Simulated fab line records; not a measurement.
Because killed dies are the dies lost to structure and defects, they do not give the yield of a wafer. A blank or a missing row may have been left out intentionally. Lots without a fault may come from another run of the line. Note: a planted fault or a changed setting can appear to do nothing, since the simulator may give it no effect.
One fault seen from 2 desks || flow sky130 || only its own numbers are on each desk; what lay behind them is given at the end

== AT THE TOOL OWNER'S DESK: lpcvd-01 ==
The tool's own readings at SKY_POLY_GATE_CVD_00 (deposits poly-Si, target thk 180 nm, time 720 s): means of the sampled wafers that have a number, for each lot that ran on this tool. If a lot's mean is further than 4 standard deviations from the usual mean, the lot is out of limits and carries the mark OUT (the distance appears in the brackets).
Columns: A = spikeTcBottomC at SKY_POLY_GATE_CVD_00, usual 639.9 C; B = spikeTcCentreC at SKY_POLY_GATE_CVD_00, usual 620.9 C; C = spikeTcLowerC at SKY_POLY_GATE_CVD_00, usual 619.4 C; D = spikeTcTopC at SKY_POLY_GATE_CVD_00, usual 634.7 C; E = spikeTcUpperC at SKY_POLY_GATE_CVD_00, usual 620.0 C
{"lot": "L771", "first seen here": "day 13 18:45", "A": 640.3, "B": 620.1, "C": 620.3, "D": 634.4, "E": 619.9}
{"lot": "L772", "first seen here": "day 14 02:25", "A": 639.7, "B": 621.2, "C": 620.2, "D": 633.6, "E": 620.1}
{"lot": "L773", "first seen here": "day 15 01:59", "A": 639.1, "B": 621.0, "C": 619.4, "D": 635.6, "E": 619.3}
{"lot": "L775", "first seen here": "day 16 11:20", "A": 639.5, "B": 620.1, "C": 618.4, "D": 634.7, "E": 619.1}
{"lot": "L776", "first seen here": "day 16 14:22", "A": 641.5, "B": 620.3, "C": 618.9, "D": 634.0, "E": 621.2}
{"lot": "L777", "first seen here": "day 16 14:22", "A": 639.3, "B": 621.1, "C": 619.2, "D": 635.9, "E": 618.5}
{"lot": "L778", "first seen here": "day 16 14:22", "A": 638.4, "B": 621.6, "C": 619.5, "D": 634.5, "E": 619.1}
{"lot": "L782", "first seen here": "day 17 21:01", "A": 640.0, "B": 620.6, "C": 619.3, "D": 634.5, "E": 621.0}
{"lot": "L788", "first seen here": "day 19 22:34", "A": "628.6 (-9.4) OUT", "B": "612.3 (-7.8) OUT", "C": "608.6 (-11) OUT", "D": "624.8 (-11) OUT", "E": "609.0 (-9.2) OUT"}
{"lot": "L789", "first seen here": "day 20 04:23", "A": 640.3, "B": 620.0, "C": 619.4, "D": 634.3, "E": 621.4}
{"lot": "L791", "first seen here": "day 20 21:35", "A": 640.7, "B": 621.2, "C": 619.0, "D": 633.7, "E": 621.2}
This desk's verdict: out of limits on L788, starting with L788 at day 19 22:34 (spikeTcBottomC at SKY_POLY_GATE_CVD_00). L771, L772, L773, L775, L776, L777, L778, L782, L789, L791: within limits.

== FROM THE METROLOGY DESK ==
What the gauges read for every lot (on any tool): the sampled wafers with a number, averaged. If a lot's mean is further than 4 standard deviations from the usual mean, the lot is out of limits and carries the mark OUT (the distance appears in the brackets).
Columns: A = DNWELL_TW at SKY_DNWELL_TW_MEAS_09, usual 1108; B = NWELL_TW at SKY_NWELL_TW_MEAS_15, usual 1811; C = POLY_GATE_CVD_00_THK at SKY_POLY_GATE_THK_MEAS_01, usual 181.9 nm
{"lot": "L771", "first seen here": "day 3 02:50", "A": 1099, "B": 1832, "C": 181.0}
{"lot": "L772", "first seen here": "day 3 07:34", "A": 1108, "B": 1825, "C": 179.6}
{"lot": "L773", "first seen here": "day 3 19:46", "A": 1100, "B": 1809, "C": 182.4}
{"lot": "L775", "first seen here": "day 4 05:47", "A": 1103, "B": 1808, "C": 184.7}
{"lot": "L776", "first seen here": "day 4 09:52", "A": 1108, "B": 1810, "C": 180.6}
{"lot": "L777", "first seen here": "day 4 15:43", "A": 1121, "B": 1825, "C": 181.9}
{"lot": "L778", "first seen here": "day 4 18:17", "A": 1101, "B": 1835, "C": 183.5}
{"lot": "L782", "first seen here": "day 5 17:26", "A": 1108, "B": 1802, "C": 182.1}
{"lot": "L788", "first seen here": "day 7 00:45", "A": 1109, "B": 1819, "C": "141.8 (-24) OUT"}
{"lot": "L789", "first seen here": "day 7 04:40", "A": 1114, "B": 1790, "C": 183.5}
{"lot": "L791", "first seen here": "day 7 17:05", "A": 1102, "B": 1811, "C": 180.1}
This desk reports L788 out of limits; the earliest was L788 at day 19 23:46 (POLY_GATE_CVD_00_THK at SKY_POLY_GATE_THK_MEAS_01). L771, L772, L773, L775, L776, L777, L778, L782, L789, L791: within limits.

== TAKEN TOGETHER ==
At day 19 22:34, on L788, the tool owner's desk was in a position to raise an alarm.
Metrology desk: alarm possible at day 19 23:46 on L788.
On lpcvd-01, each named lot ran SKY_POLY_GATE_CVD_00.

== WHAT THE SIMULATOR HAD PUT IN ==
lpcvd-01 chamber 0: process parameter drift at SKY_POLY_GATE_CVD_00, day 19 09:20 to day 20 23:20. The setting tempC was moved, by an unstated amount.
Shown lots that were struck: L788.
Delay (hours) between the fault's onset and each desk's first out-of-limits reading: 13 at the tool owner's desk, 14 at the metrology desk.
